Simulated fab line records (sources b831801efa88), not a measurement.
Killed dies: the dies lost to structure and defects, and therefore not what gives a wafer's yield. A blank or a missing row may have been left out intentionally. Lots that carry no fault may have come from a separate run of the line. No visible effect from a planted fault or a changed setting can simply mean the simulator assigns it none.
A struck lot beside a sound one	flow sky130	15 out of 708 route steps
Sound: these wafers, L398.4, L398.5, L398.6. Wafers L393.1, L393.3, L393.4 were the ones struck. The cause comes at the end.
Per side, at each step with rows, come the tool, then ch with its chambers, and then its first start. Under that, the readings that differ: sound wafers	struck wafers	difference of the means	sigmas: that difference in standard deviations of wafers without a fault.
alike: same words and numbers on both sides, and readings whose means sit less than 2 such deviations apart. not compared: any withheld reading, any reading some wafer has no value for, any bound like >300 that may hide the same value, and any number with overlapping values for which the record gives no deviation.
Wherever a step has rows on one side only, a row that says differs or no value, or a row with sigmas, the two part there. Numbers that don't overlap but have no deviation are shown without sigmas and don't part them. A reading missing from all wafers of one side parts the sides only when that side holds two or more wafers.

SKY_LOCAL_INTERCONNECT_CD_MEAS_11: target cd 170 nm.
  sound: cd_sem-02 at day 36 19:34; struck: cd_sem-01 at day 35 18:45
reading	sound	struck	difference	sigmas
cd_nm (nm)	166.3 167.0 166.7	171.1 172.0 170.5	+4.5	+3
SKY_LOCAL_INTERCONNECT_OVL_MEAS_12:
  sound: overlay-02 at day 36 19:39; struck: overlay-01 at day 35 18:52
  alike: LOCAL_INTERCONNECT_OVL
SKY_LOCAL_INTERCONNECT_ETCH_13: etches BARC in N2/H2, stops on SiO2, time 45.9 s, target depth 60 nm.
  sound on rie_metal-04 ch 0,1, day 36 19:41; struck on rie_metal-04 ch 0,1, day 35 18:54
  alike: drypump_motor_current_A, oes_product_au, throttle_valve_pct
  not compared: rf_hours_counter_h
SKY_LOCAL_INTERCONNECT_METAL_ETCH_14: etches TiN in Cl2/BCl3, stops on PSG, target depth 110 nm, time 31.4 s.
  sound on rie_metal-04 ch 0,1, day 36 19:45; struck on rie_metal-04 ch 0,1, day 35 18:58
  alike: drypump_motor_current_A, oes_product_au, throttle_valve_pct
  not compared: rf_hours_counter_h
SKY_LOCAL_INTERCONNECT_STRIP_15: strips in O2/N2.
  sound on plasma_asher-04 ch 0,1, day 36 19:49; struck on plasma_asher-02 ch 0,1, day 35 19:01
  alike: drypump_motor_current_A, oes_product_au, strip_time_to_endpoint_s
  not compared: rf_hours_counter_h
then, 3 steps without rows for these wafers: SKY_LOCAL_INTERCONNECT_STRIP_16 (strips in post etch residue remover, time 1200 s); SKY_LOCAL_INTERCONNECT_CLEAN_17 (cleans in IPA, time 180 s); SKY_LOCAL_INTERCONNECT_CLEAN_18 (cleans in O3/DIW).
SKY_CONTACT_CVD_00: deposits Si3N4, target thk 75 nm.
  sound on pecvd-03 ch 0,1,2, day 36 20:47; struck on pecvd-03 ch 1,2, day 35 19:48
  alike: heater_power_w
SKY_CONTACT_THK_MEAS_01:
  sound: film_metro-01 at day 36 20:50; struck: film_metro-02 at day 35 19:50
  alike: CONTACT_CVD_00_THK
then, 1 step without rows for these wafers: SKY_CONTACT_HDPCVD_02 (deposits SiO2, target thk 565 nm, time 94.2 s).
SKY_CONTACT_THK_MEAS_03:
  sound: film_metro-02 at day 36 20:58; struck: film_metro-03 at day 35 19:58
  alike: CONTACT_HDPCVD_THK
SKY_CONTACT_CMP_04: polishes SiO2.
  sound on cmp-01 ch 0,1,3, day 36 21:09; struck on cmp-02 ch 1,2,3, day 35 20:02
  no value came back on the struck wafers for edge_zone_pressure_frac, head_pressure_psi (psi), motor_current_A (A), time_to_endpoint_s (s); on the sound wafers edge_zone_pressure_frac reads 0.995 0.996 0.993
reading	sound	struck	difference	sigmas
model.SiO2_of_CONTACT_HDPCVD_02.thk_nm (nm)	340.9 340.5 341.3	567.7 563 563.1	+223.7	
SKY_CONTACT_BOW_MEAS_05:
  sound: film_metro-02 at day 36 21:22; struck: film_metro-02 at day 35 20:37
reading	sound	struck	difference	sigmas
CONTACT_BOW (um)	79 65 79	- - -	no value on the struck wafers	
  not compared: hold
SKY_PAD_OPEN_PROBE_99:
  the record holds rows for the sound wafers here (prober-02, day 50 11:24) but none for the struck ones

WHERE THEY PART
First at SKY_LOCAL_INTERCONNECT_CD_MEAS_11; last, within this record, at SKY_PAD_OPEN_PROBE_99.

WHY: what had been put in by the simulator
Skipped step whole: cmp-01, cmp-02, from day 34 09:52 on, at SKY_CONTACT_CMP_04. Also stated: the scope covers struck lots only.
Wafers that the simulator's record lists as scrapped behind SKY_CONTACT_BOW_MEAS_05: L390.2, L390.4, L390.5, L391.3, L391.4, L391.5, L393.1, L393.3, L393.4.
